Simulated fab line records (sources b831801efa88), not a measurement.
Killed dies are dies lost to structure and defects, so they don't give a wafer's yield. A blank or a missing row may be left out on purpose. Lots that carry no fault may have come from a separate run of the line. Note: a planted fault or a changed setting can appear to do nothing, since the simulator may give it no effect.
fab line records -- flow sky130
record: lots: 15, wafers: 45, last_day: 50
route steps=708 shown VIA3@589 PAD_OPEN@708
lots that met no fault: taken from a fault-free run of the same line
start_h: hours from the record's first day to the start of the lot's first wafer shown -- wait_h: time in hours since the lot's previous step -- " as in the row above -- L1.1+2: a row that stands for several wafers -- - no value, or no start given -- * or withheld: withheld -- < > ~ a bound
route shown NAME@n: NAME is a module with steps in the file, n the number in the route of the first one -- usual: average and standard deviation across the fault-free wafers -- same: alike in all rows -- chamber/n: place in a boat -- sites: per-site readings -- _std_site: standard deviation across them -- _edge_site: the outer-site mean with the inner-site mean subtracted -- radius_mm: how far each site lies from the wafer's centre -- mask NAME#n: copy n -- behind: the most recent tool/chamber to have shaped the wafer -- hold: cause of the lot's hold/its duration in hours/its outcome -- device: the n, p or np transistor that did not switch -- end of line: the tests these same wafers got at the end of their route -- a step without rows: its recipe alone -- killed: at the first sort, the dies lost to defects and structure; wafer yield is something else -- map: shows each die of a wafer: x if killed, . if not, _ if none is there
set.NAME: the run value of the setting; set.NAME@STEP: its run value at that earlier step -- model.NAME: the simulator's own value behind a step, which no gauge read
route steps across a sampled set of lots; one table per step, one row per wafer
services: when a tool's chamber went out of use (start_h, in hours from the record's first day, below 0 if earlier), for how many hours, and the reason
== steps ==
step: SKY_VIA3_STRIP_16
recipe: chemistry: O2/N2, power_w: 1400, pressure_mtorr: 1500, platen_temp_c: withheld, o2_flow_sccm: 3000, n2_flow_sccm: 300, overash_fraction: 0.5
usual: chamber_pressure_mTorr: 1499.9/1.3, drypump_motor_current_A: 5.8/0.43, oes_product_au: 0.402/0.0051, strip_time_to_endpoint_s: 4.132/0.03
lot.wafer,tool,chamber,start_h,wait_h,chamber_pressure_mTorr,drypump_motor_current_A,oes_product_au,rf_hours_counter_h,strip_time_to_endpoint_s
L158.2,plasma_asher-01,0,929.04,0.0,1501.6,5.3,0.400,118,4.151
L158.3,plasma_asher-01,1,929.04,0.0,1500.8,5.4,0.405,-,4.207
L158.6,plasma_asher-01,0,929.04,0.0,1501.3,5.3,0.415,-,4.203
L159.2,plasma_asher-01,0,937.29,0.0,1498.0,5.2,0.405,119,4.130
L159.4,plasma_asher-01,1,937.29,0.0,1502.4,5.4,0.397,-,4.120
L159.5,plasma_asher-01,1,937.29,0.0,1499.6,5.4,0.411,-,4.133
L160.2,plasma_asher-01,0,947.24,0.0,1499.8,5.2,0.400,120,4.174
L160.3,plasma_asher-01,0,947.24,0.0,1498.2,5.2,0.404,-,4.175
L160.6,plasma_asher-01,0,947.24,0.0,1497.8,5.2,0.404,-,4.146
L163.1,plasma_asher-01,1,976.54,0.0,1499.6,5.5,0.409,123,4.151
L163.3,plasma_asher-01,1,976.54,0.0,1501.2,5.4,0.405,-,4.162
L163.4,plasma_asher-01,0,976.54,0.0,1499.1,5.2,0.405,-,4.170
L165.1,plasma_asher-01,0,983.09,0.0,1500.9,5.2,0.400,124,4.075
L165.2,plasma_asher-01,1,983.09,0.0,1498.3,5.4,0.405,124,4.130
L165.3,plasma_asher-01,1,983.09,0.0,1500.1,5.4,0.402,-,4.139
L166.1,plasma_asher-01,1,998.74,0.0,1499.4,5.4,0.395,125,4.112
L166.3,plasma_asher-01,1,998.74,0.0,1499.8,5.4,0.407,-,4.106
L166.6,plasma_asher-01,0,998.74,0.0,1498.0,5.3,0.407,-,4.145
L171.1,plasma_asher-04,0,1017.45,0.0,1499.1,6.2,0.405,22,4.163
L171.2,plasma_asher-04,1,1017.45,0.0,1500.6,6.3,0.407,22,4.159
L171.5,plasma_asher-04,1,1017.45,0.0,1499.1,6.3,0.401,-,4.087
L173.1,plasma_asher-02,1,1046.82,0.0,1500.2,5.6,0.398,80,4.167
L173.3,plasma_asher-02,0,1046.82,0.0,1500.0,5.6,0.406,-,4.094
L173.6,plasma_asher-02,1,1046.82,0.0,1498.7,5.6,0.401,-,4.137
L174.2,plasma_asher-04,0,1051.04,0.0,1501.0,6.2,0.401,25,4.144
L174.3,plasma_asher-04,1,1051.04,0.0,1500.9,6.3,0.412,-,4.178
L174.4,plasma_asher-04,0,1051.04,0.0,1497.1,6.3,0.404,-,4.135
L175.1,plasma_asher-02,0,1051.20,0.0,1499.3,5.6,0.402,81,4.146
L175.5,plasma_asher-02,1,1051.20,0.0,1500.9,5.6,0.411,-,4.156
L175.6,plasma_asher-02,0,1051.20,0.0,1498.6,5.6,0.404,-,4.123
L177.1,plasma_asher-01,0,1069.35,0.0,1498.8,5.3,0.397,0,4.133
L177.5,plasma_asher-01,1,1069.35,0.0,1499.6,5.4,0.403,-,4.149
L177.6,plasma_asher-01,0,1069.35,0.0,1499.8,5.2,0.404,-,4.118
L178.1,plasma_asher-04,0,1069.90,0.0,1498.3,6.2,0.404,27,4.163
L178.2,plasma_asher-04,1,1069.90,0.0,1500.4,6.3,0.392,27,4.140
L178.4,plasma_asher-04,0,1069.90,0.0,1498.8,6.2,0.409,-,4.111
L179.1,plasma_asher-01,0,1076.60,0.0,1497.9,5.2,0.404,1,4.178
L179.4,plasma_asher-01,0,1076.60,0.0,1499.0,5.2,0.407,-,4.140
L179.6,plasma_asher-01,0,1076.60,0.0,1501.1,5.2,0.409,-,4.184
L180.4,plasma_asher-04,1,1078.93,0.1,1500.2,6.3,0.392,-,4.094
L180.5,plasma_asher-04,1,1078.93,0.1,1500.1,6.3,0.403,-,4.096
L180.6,plasma_asher-04,0,1078.93,0.1,1500.5,6.2,0.406,-,4.100
L181.4,plasma_asher-04,1,1083.88,0.1,1501.2,6.3,0.405,-,4.099
L181.5,plasma_asher-04,1,1083.88,0.1,1501.3,6.3,0.400,-,4.132
L181.6,plasma_asher-04,0,1083.88,0.1,1498.7,6.3,0.401,-,4.131
step: SKY_PAD_OPEN_PROBE_99
usual: defect_limited_yield: 82.6/1.9, killed_at_M0_to_M3: 42/7, killed_at_M4_up: 3.2/1.6, killed_at_contacts: 24/5.8, killed_at_front_end: 16/4.3, killed_at_other: 0.3/0.62, killed_dies: 86/9.5, killed_open: 46/6.4, killed_short: 39/6.3, sort_bin_3_pad_short: 0.9/0.43, sort_bin_5_function: 10.5/1.4, sort_bin_6_memory: 6.1/1.2, sort_n_pass: 406/9.5, sort_yield_pct: 82.6/1.9
same: gross_dies: 492, killed_at_back_side: 0, sort_bin_4_leakage[%]: 0, sort_bin_8_speed[%]: 0
lot.wafer,tool,chamber,start_h,wait_h,defect_limited_yield[%],killed_at_M0_to_M3,killed_at_M4_up,killed_at_contacts,killed_at_front_end,killed_at_other,killed_dies,killed_open,killed_short,sort_bin_3_pad_short[%],sort_bin_5_function[%],sort_bin_6_memory[%],sort_n_pass,sort_yield_pct[%]
L163.1,prober-02,-,1116.52,0.1,69.1,94,4,37,17,0,152,48,45,4.7,19.1,7.1,340,69.1
L163.3,prober-02,-,1116.62,0.2,70.5,104,5,22,14,0,145,42,41,4.3,19.9,5.3,347,70.5
L163.4,prober-02,-,1116.67,0.2,82.3,37,5,30,15,0,87,54,33,1.2,10.8,5.7,405,82.3
L165.1,prober-01,-,1121.70,0.1,80.3,44,5,31,17,0,97,55,42,1.2,12.4,6.1,395,80.3
L165.2,prober-01,-,1121.75,0.1,74.4,95,5,18,8,0,126,35,26,4.7,15.4,5.5,366,74.4
L165.3,prober-01,-,1121.80,0.2,74.2,91,2,23,11,0,127,37,30,5.1,15.4,5.3,365,74.2
L166.1,prober-01,-,1136.47,0.1,70.7,104,3,23,14,0,144,41,36,6.1,16.1,7.1,348,70.7
L166.3,prober-01,-,1136.57,0.2,71.3,102,3,26,9,1,141,34,39,4.9,14.8,8.9,351,71.3
L166.6,prober-01,-,1136.72,0.2,82.1,43,5,22,18,0,88,55,31,0.4,10.8,6.7,404,82.1
L171.1,prober-01,-,1150.45,0.1,83.5,46,1,24,10,0,81,45,36,0.4,9.6,6.5,411,83.5
L171.2,prober-01,-,1150.50,0.1,78.0,49,6,32,21,0,108,54,54,1.4,12.8,7.7,384,78.0
L171.5,prober-01,-,1150.65,0.2,77.6,60,5,22,23,0,110,53,57,0.6,12.6,9.1,382,77.6
L173.1,prober-01,-,1171.86,0.1,82.9,40,3,21,19,1,84,45,39,1.0,9.8,6.3,408,82.9
L173.3,prober-01,-,1171.96,0.2,78.9,42,3,33,25,1,104,64,40,1.2,12.8,7.1,388,78.9
L173.6,prober-01,-,1172.11,0.2,81.3,51,3,21,15,2,92,49,43,0.8,11.8,6.1,400,81.3
L180.4,prober-02,-,1195.97,0.2,83.9,33,4,29,13,0,79,40,38,1.4,8.9,5.7,413,83.9
L180.5,prober-02,-,1196.02,0.2,88.0,31,0,17,9,2,59,30,27,0.8,6.9,4.3,433,88.0
L180.6,prober-02,-,1196.07,0.2,82.5,35,7,24,20,0,86,43,41,1.4,11.8,4.3,406,82.5
killed by level:class
L163.1 VIA3:unspecified=59 CONTACT:geometric_particle:open=12 LI_CONTACT:geometric_particle:open=8 VIA1:geometric_particle:short=7 VIA1:geometric_particle:open=7 CONTACT:geometric_particle:short=6 VIA2:geometric_particle:open=6 METAL1:geometric_particle:short=5
L163.3 VIA3:unspecified=62 VIA1:geometric_particle:open=13 CONTACT:geometric_particle:open=9 VIA1:geometric_particle:short=8 LI_CONTACT:geometric_particle:open=6 METAL2:geometric_particle:short=6 VIA3:geometric_particle:short=5 POLY_GATE:geometric_particle:open=4
L163.4 CONTACT:geometric_particle:open=12 VIA1:geometric_particle:open=10 POLY_GATE:geometric_particle:open=9 VIA3:geometric_particle:open=7 LI_CONTACT:geometric_particle:open=7 LI_CONTACT:geometric_particle:short=5 CONTACT:geometric_particle:short=5 VIA2:geometric_particle:short=5
L165.1 LOCAL_INTERCONNECT:geometric_particle:short=10 VIA3:geometric_particle:open=9 VIA2:geometric_particle:open=9 CONTACT:geometric_particle:open=8 VIA1:geometric_particle:open=7 POLY_GATE:geometric_particle:open=6 LI_CONTACT:geometric_particle:open=6 CONTACT:geometric_particle:short=5
L165.2 VIA3:unspecified=64 VIA2:geometric_particle:open=11 LI_CONTACT:geometric_particle:open=5 CONTACT:geometric_particle:open=5 METAL4:geometric_particle:short=5 METAL2:geometric_particle:short=4 VIA3:geometric_particle:open=4 LOCAL_INTERCONNECT:geometric_particle:short=3
L165.3 VIA3:unspecified=59 LI_CONTACT:geometric_particle:open=10 METAL2:geometric_particle:short=7 VIA1:geometric_particle:open=6 CONTACT:geometric_particle:open=5 METAL3:geometric_particle:short=4 VIA1:geometric_particle:short=3 POLY_GATE:geometric_particle:open=3
L166.1 VIA3:unspecified=67 VIA1:geometric_particle:open=13 CONTACT:geometric_particle:open=7 LI_CONTACT:geometric_particle:open=5 LOCAL_INTERCONNECT:geometric_particle:short=5 METAL2:geometric_particle:short=5 CONTACT:geometric_particle:short=4 POLY_GATE:geometric_particle:open=4
L166.3 VIA3:unspecified=68 CONTACT:geometric_particle:open=10 METAL2:geometric_particle:short=8 VIA1:geometric_particle:open=7 LOCAL_INTERCONNECT:geometric_particle:short=5 CONTACT:geometric_particle:short=5 VIA2:geometric_particle:open=5 METAL1:geometric_particle:short=4
L166.6 VIA1:geometric_particle:open=10 CONTACT:geometric_particle:open=8 LI_CONTACT:geometric_particle:open=6 METAL1:geometric_particle:short=6 VIA2:geometric_particle:open=6 METAL1:geometric_particle:open=5 FIELD_ISO:geometric_particle:open=4 FIELD_ISO:geometric_particle:short=4
L171.1 VIA3:geometric_particle:open=11 CONTACT:geometric_particle:open=10 VIA1:geometric_particle:open=8 METAL2:geometric_particle:short=8 LI_CONTACT:geometric_particle:open=4 LI_CONTACT:geometric_particle:short=4 CONTACT:geometric_particle:short=4 METAL1:geometric_particle:short=4
L171.2 VIA1:geometric_particle:open=15 CONTACT:geometric_particle:short=9 LI_CONTACT:geometric_particle:open=8 METAL1:geometric_particle:short=7 CONTACT:geometric_particle:open=6 LOCAL_INTERCONNECT:geometric_particle:short=6 VIA3:geometric_particle:open=6 POLY_GATE:geometric_particle:short=5
L171.5 VIA1:geometric_particle:short=11 VIA3:geometric_particle:open=10 CONTACT:geometric_particle:open=9 VIA1:geometric_particle:open=7 METAL3:geometric_particle:short=6 CONTACT:geometric_particle:short=6 METAL1:geometric_particle:short=6 VIA2:geometric_particle:open=6
L173.1 CONTACT:geometric_particle:open=10 VIA1:geometric_particle:open=7 FIELD_ISO:geometric_particle:short=6 LI_CONTACT:geometric_particle:open=6 VIA2:geometric_particle:open=6 METAL1:geometric_particle:short=6 METAL2:geometric_particle:short=5 POLY_GATE:geometric_particle:short=4
L173.3 VIA1:geometric_particle:open=16 CONTACT:geometric_particle:open=11 LI_CONTACT:geometric_particle:open=10 FIELD_ISO:geometric_particle:short=7 FIELD_ISO:geometric_particle:open=6 LOCAL_INTERCONNECT:geometric_particle:short=6 VIA2:geometric_particle:open=6 POLY_GATE:geometric_particle:open=5
L173.6 CONTACT:geometric_particle:open=12 VIA1:geometric_particle:open=12 VIA1:geometric_particle:short=10 VIA3:geometric_particle:open=6 FIELD_ISO:geometric_particle:short=5 METAL2:geometric_particle:short=5 VIA2:geometric_particle:open=5 VIA2:geometric_particle:short=5
L180.4 VIA2:geometric_particle:open=11 LI_CONTACT:geometric_particle:open=8 LI_CONTACT:geometric_particle:short=6 METAL1:geometric_particle:short=6 LOCAL_INTERCONNECT:geometric_particle:short=5 CONTACT:geometric_particle:short=5 CONTACT:geometric_particle:open=5 VIA1:geometric_particle:open=5
L180.5 VIA1:geometric_particle:open=9 LOCAL_INTERCONNECT:geometric_particle:short=6 CONTACT:geometric_particle:open=5 METAL1:geometric_particle:short=5 VIA2:geometric_particle:open=4 SPACER:geometric_particle:short=3 LI_CONTACT:geometric_particle:open=3 VIA3:geometric_particle:open=3
L180.6 CONTACT:geometric_particle:open=11 VIA1:geometric_particle:open=9 VIA3:geometric_particle:open=7 METAL4:geometric_particle:short=6 FIELD_ISO:geometric_particle:open=5 POLY_GATE:geometric_particle:short=5 METAL1:geometric_particle:short=5 VIA3:geometric_particle:short=5
== services ==
tool,chamber,start_h,hours,kind
plasma_asher-04,-,970.51,0.4,repair
plasma_asher-02,-,979.35,2.6,repair
plasma_asher-04,-,991.35,2.8,pm
plasma_asher-04,-,1046.86,0.4,repair
plasma_asher-01,-,1055.25,9.0,pm
plasma_asher-01,0,1055.25,9.0,vent_cycle
plasma_asher-01,1,1055.25,9.0,vent_cycle
plasma_asher-04,-,1060.92,2.8,repair
plasma_asher-01,0,1064.25,-,clean
plasma_asher-01,1,1064.25,-,clean
== key ==
first_sign: step: SKY_PAD_OPEN_PROBE_99, reading: sort_bin_3_pad_short, direction: up, sigmas: 9.6, usual: 0.9, struck: 4.9
effect: step: SKY_PAD_OPEN_PROBE_99, reading: killed_at_M0_to_M3, direction: up, sigmas: 8, usual: 42, struck: 98
met_at SKY_VIA3_STRIP_16
struck_lots L163,L165,L166
struck_wafers L163.1,L163.3,L165.2,L165.3,L166.1,L166.3
onset_between 937.29 976.54
fault: kind: chamber_particle_source, tool: plasma_asher-01, chamber: 1, onset_h: 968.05, steps: SKY_VIA3_STRIP_16, rate_per_visit_cm2: 1.646, end_h: 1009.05
